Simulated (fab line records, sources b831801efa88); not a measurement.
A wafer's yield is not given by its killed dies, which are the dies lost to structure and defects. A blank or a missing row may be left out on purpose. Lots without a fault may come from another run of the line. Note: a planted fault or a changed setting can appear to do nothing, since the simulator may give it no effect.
A lot that was struck, set against a sound lot    flow sky130    18 steps out of a route of 708
Sound: the wafers L373.1, L373.3, L373.4. Wafers L371.1, L371.5, L371.6 were the ones struck. The cause comes at the end.
At each step with rows: each side's tool, then ch and its chambers, then its first start. Under that, the readings that differ: sound wafers    struck wafers    difference of the means    sigmas: that difference in standard deviations of wafers without a fault.
alike: readings whose means differ by less than 2 such deviations, and words and numbers that are the same on both sides. not compared: withheld readings, readings that some wafer has no value for, bounds like >300 that may hide the same value, and numbers for which the record gives no deviation and whose values overlap.
Wherever a step has rows on one side only, a row that says differs or no value, or a row with sigmas, the two part there. Numbers that have no deviation but don't overlap get no sigmas and don't part them. Lack of a reading on every wafer of one side parts them only where that side has two or more wafers.

first, 4 steps without rows for these wafers: SKY_LDD_HVN_SOFTBAKE_03 (time 60 s); SKY_LDD_HVN_EXPOSE_04 (exposes mask HVNTM, target cd 700 nm); SKY_LDD_HVN_PEB_05; SKY_LDD_HVN_DEVELOP_06 (develop time 60 s).
SKY_LDD_HVN_OVL_MEAS_07:
  sound on overlay-02, day 26 09:24; struck on overlay-02, day 25 00:13
  alike: LDD_HVN_OVL
following that, these wafers have no rows for 1 step: SKY_LDD_HVN_IMPLANT_08.
SKY_LDD_HVN_STRIP_09: strips in O2/N2.
  sound on plasma asher-02 ch 0,1, day 26 09:35; struck on plasma asher-03 ch 0,1, day 25 00:23
reading                      sound        struck       difference  sigmas
drypump motor current A (A)  5.0 4.9 5.0  6.0 6.0 5.8  +1.0        +2
  alike: oes product au, strip time to endpoint s
  not compared: rf hours counter h
SKY_LDD_HVN_TW_MEAS_10:
  sound on film metro-04, day 26 09:41; struck on film metro-04, day 25 00:29
  alike: LDD_HVN_TW
then, 4 steps without rows for these wafers: SKY_LDD_HVP_DEHYDRATE_00 (time 60 s); SKY_LDD_HVP_HMDS_01 (prime time 60 s); SKY_LDD_HVP_COAT_02 (resist thk 300 nm); SKY_LDD_HVP_SOFTBAKE_03 (time 60 s).
SKY_LDD_HVP_EXPOSE_04: exposes mask HVPTM, target cd 700 nm.
  sound on iline stepper-01 ch 0, day 26 23:40; struck on iline stepper-02 ch 0, day 25 15:16
reading                          sound                    struck             difference  sigmas
model.LDD_HVP.overlay x nm (nm)  -0.4593 -0.4593 -0.4593  38.58 38.58 38.58  +39.04      
  alike: mask, reticle temp C
then, 2 steps without rows for these wafers: SKY_LDD_HVP_PEB_05; SKY_LDD_HVP_DEVELOP_06 (develop time 60 s).
SKY_LDD_HVP_OVL_MEAS_07:
  sound on overlay-02, day 27 13:53; struck on overlay-01, day 26 05:38
reading           sound           struck          difference  sigmas
LDD_HVP_OVL (nm)  -1.6 -1.4 -1.2  37.8 38.7 39.2  +40.0       +31
following that, these wafers have no rows for 1 step: SKY_LDD_HVP_IMPLANT_08.
SKY_PAD_OPEN_PROBE_99:
  rows exist in the record for the sound wafers here (prober-01, day 49 16:42), none for the struck ones

## WHERE THEY PART
First at SKY_LDD_HVN_STRIP_09; last, within this record, at SKY_PAD_OPEN_PROBE_99.

WHY: whatever the simulator had introduced
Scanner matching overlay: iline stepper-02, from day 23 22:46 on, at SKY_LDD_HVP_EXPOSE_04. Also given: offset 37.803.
